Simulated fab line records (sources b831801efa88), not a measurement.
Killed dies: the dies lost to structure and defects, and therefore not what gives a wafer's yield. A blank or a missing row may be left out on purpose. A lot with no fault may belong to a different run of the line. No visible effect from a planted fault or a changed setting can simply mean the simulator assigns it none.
A lot that was struck, set against a sound lot | flow sky130 | 17 steps out of a route of 708
Sound: these wafers, L151.1, L151.5, L151.6. Wafers L158.1, L158.2, L158.3 were the ones struck. The cause is named last.
At each step with rows: each side's tool, then ch and its chambers, then its first start. Under that, the readings that differ: sound wafers | struck wafers | difference of the means | sigmas: that difference in standard deviations of wafers without a fault.
alike: words and numbers the same on both sides, and readings whose means are apart by under 2 such deviations; not compared: readings that were withheld, readings missing a value for some wafer, numbers with overlapping values and no deviation given by the record, and bounds like >300 which may hide the same value.
The two part at a step that has a row with sigmas, a row that says differs or no value, or rows on one side only. Numbers that don't overlap but have no deviation are shown without sigmas and don't part them. A reading that every wafer of one side lacks parts them only if that side has two wafers or more.

SKY_VT_ADJUST_HVTR_OVL_MEAS_08:
  sound on overlay-02, day 13 16:04; struck on overlay-02, day 15 13:22
  alike: VT_ADJUST_HVTR_OVL
following that, these wafers have no rows for 1 step: SKY_VT_ADJUST_HVTR_IMPLANT_09.
SKY_VT_ADJUST_HVTR_STRIP_10: strips in O2/N2.
  sound on plasma asher-01 ch 0,1, day 13 16:14; struck on plasma asher-03 ch 0,1, day 15 13:32
  alike: drypump motor current A, oes product au, strip time to endpoint s
  not compared: rf hours counter h
SKY_VT_ADJUST_HVTR_TW_MEAS_11:
  sound on film metro-04, day 13 16:20; struck on film metro-03, day 15 13:38
  alike: VT_ADJUST_HVTR_TW
then, 7 steps without rows for these wafers: SKY_VT_ADJUST_PCH_DEHYDRATE_00 (time 60 s); SKY_VT_ADJUST_PCH_HMDS_01 (prime time 60 s); SKY_VT_ADJUST_PCH_COAT_02 (resist thk 3000 nm); SKY_VT_ADJUST_PCH_SOFTBAKE_03; SKY_VT_ADJUST_PCH_EXPOSE_04 (exposes mask NWM, target cd 840 nm); SKY_VT_ADJUST_PCH_PEB_05; SKY_VT_ADJUST_PCH_DEVELOP_06 (develop time 60 s).
SKY_VT_ADJUST_PCH_OVL_MEAS_07:
  sound on overlay-02, day 14 18:45; struck on overlay-01, day 16 18:19
  reading                | sound       | struck         | difference | sigmas
  VT_ADJUST_PCH_OVL (nm) | 1.9 3.0 2.6 | -1.4 -1.7 -1.4 | -4.0       | -2
SKY_VT_ADJUST_PCH_IMPLANT_08:
  sound on implanter-04 ch 0, day 14 18:47; struck on implanter-04 ch 0, day 16 18:22
  reading            | sound                         | struck                        | difference | sigmas
  dose ions cm2      | 5.003e+11 4.993e+11 5.002e+11 | 1.364e+11 1.378e+11 1.367e+11 | -3.630e+11 | -99 or more
  faraday current uA | 2.78 2.89 2.77                | 0.79 0.77 0.76                | -2.04      | -39
SKY_VT_ADJUST_PCH_STRIP_09: strips in O2/N2.
  sound on plasma asher-04 ch 0,1, day 14 18:56; struck on plasma asher-04 ch 0,1, day 16 18:31
  reading                      | sound             | struck            | difference | sigmas
  strip time to endpoint s (s) | 37.20 37.15 37.14 | 36.73 36.74 36.76 | -0.42      | -3
  alike: drypump motor current A, oes product au
  not compared: rf hours counter h
SKY_VT_ADJUST_PCH_TW_MEAS_10:
  sound on film metro-03, day 14 19:02; struck on film metro-04, day 16 18:37
  reading          | sound             | struck            | difference | sigmas
  VT_ADJUST_PCH_TW | 145.0 144.3 144.2 | 104.5 103.9 104.6 | -40.2      | -24
then, 1 step without rows for these wafers: SKY_SONOS_TUNNEL_DEHYDRATE_00 (time 60 s).
-- record jumps: 34 days separate the struck wafers' starts on either side; left off in module SONOS_TUNNEL, taken up again in module PAD_OPEN, whose first shown step is the route's number 708 --
SKY_PAD_OPEN_PROBE_99:
  sound on prober-01, day 49 09:04; struck on prober-02, day 50 16:43
  reading                                  | sound                       | struck                        | difference | sigmas
  model.etest.nfet_16v.r on ohm um         | 1.418e+04 1.43e+04 1.42e+04 | 1.392e+04 1.381e+04 1.374e+04 | -4.033e+02 |
  model.etest.pfet g5v0d10v5.r on ohm um   | 4707 4725 4703              | 5032 4947 4951                | +265       |
  model.etest.pfet g5v0d10v5.drive ua um   | 346.6 342.8 347.6           | 317.4 328.1 323.1             | -22.8      |
  model.etest.pfet_01v8_lvt.drive ua um    | 174.1 172.1 175.9           | 163.1 162.3 162.9             | -11.3      |
  model.etest.pfet_16v.drive ua um         | 244 244.8 247.5             | 236.8 236.7 239.8             | -7.7       |
  model.etest.pfet_01v8_mvt.drive ua um    | 151.1 148.4 152.1           | 142.1 142.4 142               | -8.4       |
  model.etest.pfet_01v8_lvt.off log10 a um | -9.182 -9.094 -8.938        | -10.07 -9.91 -10.18           | -0.98      |
  alike: killed_at_M0_to_M3, killed_at_M4_up, killed at contacts, killed at front end, killed at other, killed dies, killed open, killed short
  not compared: model.etest.tip_p_5v.rs ohm sq

== WHERE THEY PART ==
First at SKY_VT_ADJUST_PCH_OVL_MEAS_07; last, within this record, at SKY_VT_ADJUST_PCH_TW_MEAS_10. Later steps at which nothing parts them and some readings are alike: SKY_PAD_OPEN_PROBE_99.

WHY: whatever the simulator had introduced
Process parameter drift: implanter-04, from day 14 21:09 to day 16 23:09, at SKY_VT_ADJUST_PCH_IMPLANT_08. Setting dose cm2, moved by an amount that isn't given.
